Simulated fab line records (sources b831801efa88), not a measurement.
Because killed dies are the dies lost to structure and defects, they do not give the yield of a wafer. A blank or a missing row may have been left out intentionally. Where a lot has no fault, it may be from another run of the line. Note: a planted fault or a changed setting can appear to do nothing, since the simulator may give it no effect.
Comparing a struck lot with a sound one -- flow sky130 -- 19 out of 708 route steps
Sound: the wafers L609.2, L609.4, L609.5. Struck: wafers L615.1, L615.2, L615.6. The cause is given at the end.
Each step with rows lists, per side, the tool, then ch with its chambers, then its first start. Under that, the readings that differ: sound wafers -- struck wafers -- difference of the means -- sigmas: that difference in standard deviations of wafers without a fault.
alike: readings whose means differ by less than 2 such deviations, and words and numbers that are the same on both sides. not compared: withheld readings, readings that some wafer has no value for, bounds like >300 that may hide the same value, and numbers for which the record gives no deviation and whose values overlap.
Wherever a step has rows on one side only, a row that says differs or no value, or a row with sigmas, the two part there. Numbers that have no deviation but don't overlap get no sigmas and don't part them. Lack of a reading on every wafer of one side parts them only where that side has two or more wafers.

first, 1 step without rows for these wafers: SKY_LDD_HVP_IMPLANT_08.
SKY_LDD_HVP_STRIP_09: strips in O2/N2.
  sound on plasmaAsher-03 ch 1, day 23 16:10; struck on plasmaAsher-03 ch 0,1, day 25 12:40
  alike: drypumpMotorCurrentA, oesProductAu, stripTimeToEndpointS
  not compared: rfHoursCounterH
SKY_LDD_HVP_TW_MEAS_10:
  sound on filmMetro-04, day 23 16:16; struck on filmMetro-04, day 25 12:46
  alike: LDD_HVP_TW
then, 7 steps without rows for these wafers: SKY_LDD_LDN_DEHYDRATE_00 (time 60 s); SKY_LDD_LDN_HMDS_01 (prime time 60 s); SKY_LDD_LDN_COAT_02 (resist thk 1140 nm); SKY_LDD_LDN_SOFTBAKE_03 (time 60 s); SKY_LDD_LDN_EXPOSE_04 (exposes mask LDNTM, target cd 700 nm); SKY_LDD_LDN_PEB_05; SKY_LDD_LDN_DEVELOP_06 (develop time 60 s).
SKY_LDD_LDN_OVL_MEAS_07:
  sound on overlay-01, day 24 21:57; struck on overlay-01, day 26 17:38
  alike: LDD_LDN_OVL
next, for these wafers, 1 step has no rows: SKY_LDD_LDN_IMPLANT_08.
SKY_LDD_LDN_IMPLANT_09:
  sound on implanter-03 ch 0, day 24 22:09; struck on implanter-04 ch 0, day 26 18:08
  alike: rotationDeg
then, 2 steps without rows for these wafers: SKY_LDD_LDN_IMPLANT_10; SKY_LDD_LDN_IMPLANT_11.
SKY_LDD_LDN_STRIP_12: strips in O2/N2.
  sound on plasmaAsher-01 ch 0,1, day 24 22:35; struck on plasmaAsher-01 ch 0,1, day 26 18:35
  alike: drypumpMotorCurrentA, oesProductAu, stripTimeToEndpointS
  not compared: rfHoursCounterH
SKY_LDD_LDN_TW_MEAS_13:
  sound on filmMetro-02, day 24 22:41; struck on filmMetro-03, day 26 18:41
reading,sound,struck,difference,sigmas
LDD_LDN_TW,1459 1453 1464,1571 1559 1559,+104,+6
then, 1 step without rows for these wafers: SKY_LDD_LDN_CLEAN_14 (cleans in SC1/SC2, time 150 s).
-- here the record skips 22 days between the struck wafers' starts before and after, leaving off in module LDD_LDN and picking up in module PAD_OPEN (first step shown: number 708 of the route) --
SKY_PAD_OPEN_PROBE_99:
  sound on prober-02, day 47 05:12; struck on prober-02, day 48 10:55
reading,sound,struck,difference,sigmas
model.etest.tipSonos.rsOhmSq,2694 2662 2619,2257 2280 2295,-381,
  alike: killed_at_M0_to_M3, killed_at_M4_up, killedAtContacts, killedAtFrontEnd, killedAtOther, killedDies, killedOpen, killedShort

## WHERE THEY PART
Within this record, at SKY_LDD_LDN_TW_MEAS_13 only. Later steps at which nothing parts them and some readings are alike: SKY_PAD_OPEN_PROBE_99.

WHY: whatever the simulator had introduced
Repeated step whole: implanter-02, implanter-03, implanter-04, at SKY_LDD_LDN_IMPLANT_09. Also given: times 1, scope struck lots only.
